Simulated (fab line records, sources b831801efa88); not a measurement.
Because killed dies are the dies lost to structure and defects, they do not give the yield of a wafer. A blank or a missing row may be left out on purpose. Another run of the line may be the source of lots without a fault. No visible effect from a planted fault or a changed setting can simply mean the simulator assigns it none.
The tool behind it: which one? | flow sky130 | Sampling: 24 lots, 72 wafers, 4 of 708 route steps

## WHAT THE GAUGES SHOWED, per wafer
SKY_SD_P_OVL_MEAS_08. Usual: SD_P_OVL 0.1 nm, standard deviation 1.4.
lot  | measured     | on         | SD_P_OVL (nm)  | flag
L074 | day 26 19:16 | overlay-02 | 1.0 -0.2 -2.6  |
L077 | day 27 00:04 | overlay-01 | 2.3 1.9 1.5    |
L076 | day 26 23:04 | overlay-01 | 1.5 1.8 4.3    |
L075 | day 26 23:53 | overlay-02 | 0.0 -0.1 0.2   |
L079 | day 27 01:52 | overlay-02 | 1.5 1.0 1.6    |
L078 | day 27 01:26 | overlay-02 | 2.2 0.7 1.8    |
L080 | day 28 02:16 | overlay-01 | 2.2 -0.2 1.3   |
L081 | day 28 03:25 | overlay-01 | 2.2 0.3 1.7    |
L082 | day 28 08:43 | overlay-02 | 1.9 1.2 -1.0   |
L083 | day 28 14:31 | overlay-01 | 0.4 0.6 -0.9   |
L085 | day 29 00:49 | overlay-01 | 0.3 -2.5 -0.7  |
L084 | day 29 04:34 | overlay-02 | 0.0 0.9 1.5    |
L086 | day 29 16:55 | overlay-01 | 0.2 -0.8 -1.9  |
L087 | day 29 18:34 | overlay-02 | -0.5 0.1 -1.4  |
L088 | day 30 01:37 | overlay-02 | 0.3 1.0 -2.0   |
L089 | day 30 10:38 | overlay-01 | 1.0 0.6 -0.2   |
L090 | day 31 04:40 | overlay-01 | -1.4 -0.7 -0.6 |
L091 | day 31 06:31 | overlay-02 | 1.0 -0.4 -0.6  |
L092 | day 31 23:19 | overlay-02 | -1.1 -0.4 -1.4 |
L093 | day 32 00:19 | overlay-01 | 3.5 2.2 3.9    |
L094 | day 32 10:16 | overlay-02 | -0.8 0.9 -1.6  |
L095 | day 32 13:19 | overlay-01 | -0.7 -0.9 -0.6 |
L096 | day 32 17:43 | overlay-02 | -4.4 -1.0 0.1  |
L097 | day 33 04:01 | overlay-01 | -0.3 -0.5 -0.5 |

## WHICH TOOL RAN EACH LOT (tool, then ch and the chambers of the sampled wafers, then the start)
lot  | SKY_PWDE_STRIP_09                   | SKY_SPACER_ETCHBACK_02             | SKY_POLY_CUT_STRIP_12
L074 | plasma-asher-03 ch 0, day 4 06:29   | rie-diel-03 ch 0,1,2, day 24 08:36 | plasma-asher-02 ch 0,1, day 25 14:32
L077 | plasma-asher-03 ch 0,1, day 4 16:38 | rie-diel-01 ch 1,2,3, day 24 13:07 | plasma-asher-02 ch 0,1, day 25 18:35
L076 | plasma-asher-03 ch 0,1, day 4 16:59 | rie-diel-03 ch 0,2, day 24 13:07   | plasma-asher-02 ch 0,1, day 25 18:08
L075 | plasma-asher-01 ch 0,1, day 4 17:29 | rie-diel-02 ch 0,2,3, day 24 13:07 | plasma-asher-01 ch 0,1, day 25 18:23
L079 | plasma-asher-02 ch 0,1, day 4 22:23 | rie-diel-02 ch 0,1,2, day 24 14:19 | plasma-asher-02 ch 0,1, day 25 20:26
L078 | plasma-asher-03 ch 0,1, day 4 22:32 | rie-diel-03 ch 1,2,3, day 24 14:19 | plasma-asher-01 ch 0,1, day 25 20:17
L080 | plasma-asher-03 ch 0,1, day 5 11:26 | rie-diel-02 ch 1,2,3, day 25 15:40 | plasma-asher-02 ch 0,1, day 26 21:09
L081 | plasma-asher-03 ch 0,1, day 5 11:53 | rie-diel-03 ch 0,1,2, day 25 16:52 | plasma-asher-01 ch 0,1, day 26 22:38
L082 | plasma-asher-02 ch 0,1, day 5 20:44 | rie-diel-02 ch 1,2,3, day 25 23:06 | plasma-asher-03 ch 0,1, day 27 04:29
L083 | plasma-asher-02 ch 0, day 6 01:50   | rie-diel-02 ch 2,3, day 26 04:03   | plasma-asher-03 ch 0, day 27 09:56
L085 | plasma-asher-02 ch 0,1, day 6 09:08 | rie-diel-02 ch 2,3, day 26 16:21   | plasma-asher-03 ch 0,1, day 27 21:17
L084 | plasma-asher-03 ch 0,1, day 6 09:23 | rie-diel-02 ch 1,3, day 26 18:52   | plasma-asher-03 ch 0,1, day 28 00:20
L086 | plasma-asher-02 ch 0,1, day 6 21:23 | rie-diel-02 ch 2,3, day 27 07:42   | plasma-asher-03 ch 0,1, day 28 13:08
L087 | plasma-asher-01 ch 0,1, day 6 21:38 | rie-diel-03 ch 1,2,3, day 27 10:39 | plasma-asher-02 ch 0,1, day 28 15:02
L088 | plasma-asher-02 ch 0, day 7 03:47   | rie-diel-01 ch 0,3, day 27 16:54   | plasma-asher-03 ch 0,1, day 28 21:44
L089 | plasma-asher-02 ch 0,1, day 7 07:10 | rie-diel-03 ch 1,2,3, day 28 02:40 | plasma-asher-01 ch 0,1, day 29 06:58
L090 | plasma-asher-03 ch 0,1, day 7 20:02 | rie-diel-01 ch 2,3, day 28 20:52   | plasma-asher-02 ch 0,1, day 30 01:08
L091 | plasma-asher-01 ch 1, day 7 21:47   | rie-diel-02 ch 2,3, day 28 23:19   | plasma-asher-01 ch 0,1, day 30 03:41
L092 | plasma-asher-03 ch 0,1, day 8 05:08 | rie-diel-01 ch 0,1,3, day 29 16:38 | plasma-asher-02 ch 0,1, day 30 20:17
L093 | plasma-asher-02 ch 0,1, day 8 09:50 | rie-diel-03 ch 2,3, day 29 16:38   | plasma-asher-01 ch 0,1, day 30 20:47
L094 | plasma-asher-02 ch 0,1, day 8 12:17 | rie-diel-03 ch 0,2, day 30 03:38   | plasma-asher-03 ch 0,1, day 31 06:48
L095 | plasma-asher-03 ch 0,1, day 8 19:32 | rie-diel-02 ch 0,3, day 30 06:52   | plasma-asher-03 ch 0, day 31 10:26
L096 | plasma-asher-01 ch 0,1, day 9 01:41 | rie-diel-02 ch 0,2, day 30 11:25   | plasma-asher-03 ch 0,1, day 31 14:11
L097 | plasma-asher-01 ch 0,1, day 9 06:16 | rie-diel-01 ch 1,2,3, day 30 22:17 | plasma-asher-03 ch 0,1, day 32 02:01
- SKY_PWDE_STRIP_09: strips in O2/N2.
- SKY_SPACER_ETCHBACK_02: etches Si3N4 in CH3F/O2, stops on SiO2, time 46.7 s, target depth 45 nm.
- SKY_POLY_CUT_STRIP_12: strips in O2/N2.

## AS READ BY THE TOOLS THEMSELVES (means over the sampled wafers that have a number; for cases with no such wafer, the mark the record gives instead)
SKY_PWDE_STRIP_09. Usual: drypump-motor-current-A 6.0 A, standard deviation 0.51; o2-flow-sccm 3001 sccm, standard deviation 9.5; oes-product-au 0.722 a.u., standard deviation 0.0054; strip-time-to-endpoint-s 36.90 s, standard deviation 0.092.
lot  | tool            | drypump-motor-current-A (A) | o2-flow-sccm (sccm) | oes-product-au (a.u.) | strip-time-to-endpoint-s (s) | flag
L074 | plasma-asher-03 | 5.8                         | 3002                | 0.724                 | 36.98                        |
L077 | plasma-asher-03 | 5.5                         | 3002                | 0.720                 | 36.78                        |
L076 | plasma-asher-03 | 5.5                         | 3000                | 0.725                 | 36.80                        |
L075 | plasma-asher-01 | 5.7                         | 2986                | 0.721                 | 36.95                        |
L079 | plasma-asher-02 | 6.3                         | 3007                | 0.720                 | 36.85                        |
L078 | plasma-asher-03 | 5.6                         | 3004                | 0.719                 | 37.00                        |
L080 | plasma-asher-03 | 5.6                         | 3006                | 0.717                 | 36.86                        |
L081 | plasma-asher-03 | 5.6                         | 2999                | 0.723                 | 36.90                        |
L082 | plasma-asher-02 | 6.4                         | 3005                | 0.721                 | 36.86                        |
L083 | plasma-asher-02 | 6.1                         | 2996                | 0.726                 | 36.87                        |
L085 | plasma-asher-02 | 6.3                         | 2992                | 0.719                 | 36.77                        |
L084 | plasma-asher-03 | 5.5                         | 3001                | 0.724                 | 36.92                        |
L086 | plasma-asher-02 | 6.3                         | 2996                | 0.725                 | 36.87                        |
L087 | plasma-asher-01 | 5.7                         | 2995                | 0.720                 | 36.92                        |
L088 | plasma-asher-02 | 6.1                         | 2988                | 0.719                 | 36.94                        |
L089 | plasma-asher-02 | 6.6                         | 3004                | 0.722                 | 36.84                        |
L090 | plasma-asher-03 | 5.5                         | 3001                | 0.726                 | 36.84                        |
L091 | plasma-asher-01 | 5.5                         | 3009                | 0.725                 | 36.96                        |
L092 | plasma-asher-03 | 5.6                         | 2998                | 0.723                 | 36.82                        |
L093 | plasma-asher-02 | 6.3                         | 3003                | 0.718                 | 36.92                        |
L094 | plasma-asher-02 | 6.6                         | 2994                | 0.725                 | 36.86                        |
L095 | plasma-asher-03 | 5.6                         | 3002                | 0.729                 | 36.89                        |
L096 | plasma-asher-01 | 5.8                         | 2992                | 0.724                 | 37.12                        |
L097 | plasma-asher-01 | 5.9                         | 3007                | 0.722                 | 36.98                        |

SKY_SPACER_ETCHBACK_02. Usual: ch3f-flow-sccm 40.01 sccm, standard deviation 0.13; drypump-motor-current-A 5.6 A, standard deviation 0.32; oes-product-au 0.853 a.u., standard deviation 0.0058; rf-fwd-power-W 396.0 W, standard deviation 1.7; throttle-valve-pct 10.563 %, standard deviation 0.0095.
lot  | tool        | ch3f-flow-sccm (sccm) | drypump-motor-current-A (A) | oes-product-au (a.u.) | rf-fwd-power-W (W) | throttle-valve-pct (%) | flag
L074 | rie-diel-03 | 40.02                 | 5.4                         | 0.863                 | 398.4              | 10.569                 |
L077 | rie-diel-01 | 40.00                 | 5.7                         | 0.858                 | 397.1              | 10.569                 |
L076 | rie-diel-03 | 39.94                 | 5.5                         | 0.847                 | 395.9              | 10.555                 |
L075 | rie-diel-02 | 40.00                 | 5.8                         | 0.855                 | 396.5              | 10.572                 |
L079 | rie-diel-02 | 39.92                 | 5.9                         | 0.860                 | 396.8              | 10.567                 |
L078 | rie-diel-03 | 40.00                 | 5.4                         | 0.853                 | 396.3              | 10.571                 |
L080 | rie-diel-02 | 40.05                 | 5.8                         | 0.849                 | 395.8              | 10.565                 |
L081 | rie-diel-03 | 40.04                 | 5.4                         | 0.856                 | 396.8              | 10.561                 |
L082 | rie-diel-02 | 40.07                 | 5.8                         | 0.853                 | 395.8              | 10.567                 |
L083 | rie-diel-02 | 39.92                 | 5.8                         | 0.852                 | 396.3              | 10.566                 |
L085 | rie-diel-02 | 39.92                 | 5.8                         | 0.854                 | 394.8              | 10.561                 |
L084 | rie-diel-02 | 40.08                 | 5.7                         | 0.849                 | 395.5              | 10.566                 |
L086 | rie-diel-02 | 40.10                 | 5.8                         | 0.855                 | 396.9              | 10.563                 |
L087 | rie-diel-03 | 39.92                 | 5.4                         | 0.848                 | 394.7              | 10.572                 |
L088 | rie-diel-01 | 40.05                 | 5.7                         | 0.853                 | 395.5              | 10.561                 |
L089 | rie-diel-03 | 40.02                 | 5.4                         | 0.855                 | 396.8              | 10.556                 |
L090 | rie-diel-01 | 39.94                 | 5.7                         | 0.852                 | 396.4              | 10.569                 |
L091 | rie-diel-02 | 40.13                 | 5.9                         | 0.856                 | 396.3              | 10.574                 |
L092 | rie-diel-01 | 39.93                 | 5.6                         | 0.849                 | 394.8              | 10.558                 |
L093 | rie-diel-03 | 39.88                 | 5.2                         | 0.850                 | 393.9              | 10.564                 |
L094 | rie-diel-03 | 40.00                 | 5.5                         | 0.854                 | 395.8              | 10.565                 |
L095 | rie-diel-02 | 40.08                 | 5.8                         | 0.861                 | 396.3              | 10.570                 |
L096 | rie-diel-02 | 39.87                 | 6.0                         | 0.855                 | 397.2              | 10.562                 |
L097 | rie-diel-01 | 40.05                 | 5.7                         | 0.856                 | 396.5              | 10.554                 |

SKY_POLY_CUT_STRIP_12. Usual: drypump-motor-current-A 5.9 A, standard deviation 0.5; o2-flow-sccm 3000 sccm, standard deviation 9.8; oes-product-au 0.453 a.u., standard deviation 0.0046; strip-time-to-endpoint-s 5.358 s, standard deviation 0.018.
lot  | tool            | drypump-motor-current-A (A) | o2-flow-sccm (sccm) | oes-product-au (a.u.) | strip-time-to-endpoint-s (s) | flag
L074 | plasma-asher-02 | 6.6                         | 3012                | 0.451                 | 5.345                        |
L077 | plasma-asher-02 | 6.6                         | 3005                | 0.448                 | 5.334                        |
L076 | plasma-asher-02 | 6.5                         | 3000                | 0.452                 | 5.332                        |
L075 | plasma-asher-01 | 5.9                         | 2996                | 0.450                 | 5.377                        |
L079 | plasma-asher-02 | 6.3                         | 3005                | 0.451                 | 5.364                        |
L078 | plasma-asher-01 | 5.8                         | 3004                | 0.455                 | 5.352                        |
L080 | plasma-asher-02 | 6.3                         | 3005                | 0.452                 | 5.330                        |
L081 | plasma-asher-01 | 5.9                         | 3000                | 0.454                 | 5.341                        |
L082 | plasma-asher-03 | 5.6                         | 3003                | 0.457                 | 5.355                        |
L083 | plasma-asher-03 | 5.8                         | 2981                | 0.449                 | 5.375                        |
L085 | plasma-asher-03 | 5.6                         | 2992                | 0.446                 | 5.350                        |
L084 | plasma-asher-03 | 5.5                         | 3005                | 0.448                 | 5.345                        |
L086 | plasma-asher-03 | 5.6                         | 2995                | 0.453                 | 5.367                        |
L087 | plasma-asher-02 | 6.3                         | 3002                | 0.451                 | 5.361                        |
L088 | plasma-asher-03 | 5.6                         | 3006                | 0.460                 | 5.362                        |
L089 | plasma-asher-01 | 5.7                         | 3001                | 0.452                 | 5.351                        |
L090 | plasma-asher-02 | 6.6                         | 2996                | 0.453                 | 5.353                        |
L091 | plasma-asher-01 | 5.9                         | 3008                | 0.452                 | 5.371                        |
L092 | plasma-asher-02 | 6.6                         | 3000                | 0.450                 | 5.362                        |
L093 | plasma-asher-01 | 5.8                         | 2999                | 0.453                 | 5.347                        |
L094 | plasma-asher-03 | 5.5                         | 2990                | 0.456                 | 5.400                        |
L095 | plasma-asher-03 | 5.8                         | 3003                | 0.452                 | 5.347                        |
L096 | plasma-asher-03 | 5.6                         | 2995                | 0.453                 | 5.360                        |
L097 | plasma-asher-03 | 5.5                         | 2985                | 0.450                 | 5.375                        |

## THE ANSWER, worked out from the rows above alone
Rule: a lot counts as off when the mean over its wafers that have a number is more than 3 standard deviations away from the usual mean. Also off: a lot with no number at a reading for which 4 or more lots have one. Where the step has rows for the other lots, those lots are counted as sound. Order of review: gauges by route order, followed by the tools' own readings, for which a lot's mean as printed above is used. At the first step where some lot is off, the reading lying furthest off is the one used; lots without a number count as furthest.
No lot is off on any of the readings shown, so nothing can be concluded from this.

## WHAT HAD BEEN PUT IN BY THE SIMULATOR
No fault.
